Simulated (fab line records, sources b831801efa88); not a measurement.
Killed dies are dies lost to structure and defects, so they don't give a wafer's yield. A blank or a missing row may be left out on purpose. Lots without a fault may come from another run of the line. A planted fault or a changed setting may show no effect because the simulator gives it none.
Which tool did it? | flow sky130 | 6 lots, 18 wafers sampled, at 1 step of a route of 708

WHAT THE GAUGES READ, wafer by wafer
SKY_VT_ADJUST_LVTN_OVL_MEAS_07.
lot  | measured     | on         | VT_ADJUST_LVTN_OVL (nm)
L703 | day 7 20:01  | overlay-01 | 2.3 2.6 2.3
L706 | day 8 16:19  | overlay-02 | 3.0 3.3 3.6
L708 | day 9 08:00  | overlay-02 | 2.3 1.1 1.2
L715 | day 11 02:52 | overlay-02 | 2.4 2.9 2.6
L718 | day 11 19:23 | overlay-01 | 0.1 1.4 -0.7
L720 | day 12 11:40 | overlay-02 | 1.0 -0.1 1.4

WHICH TOOL RAN EACH LOT (tool, then ch and the chambers of the sampled wafers, then the start)
The record holds no process step before these readings.

THE ANSWER, worked out from the rows above alone
Rule: what is usual is taken from the lots themselves. Put in order of their means at a reading, lots are off if they are a third of the lots or fewer, leave a main group of 4 or more, and stand apart from it by a gap of 3 or more times the standard deviation of the main group's means; of several such gaps the widest counts. A main group whose means are all the same, to the digits that the tables above print for the reading, isn't used. A lot without any number at a reading at which 4 lots or more have one is off too. The other lots that the step has rows for count as sound.
No lot is off at any reading shown: from this, nothing can be told.

WHAT THE SIMULATOR HAD PUT IN
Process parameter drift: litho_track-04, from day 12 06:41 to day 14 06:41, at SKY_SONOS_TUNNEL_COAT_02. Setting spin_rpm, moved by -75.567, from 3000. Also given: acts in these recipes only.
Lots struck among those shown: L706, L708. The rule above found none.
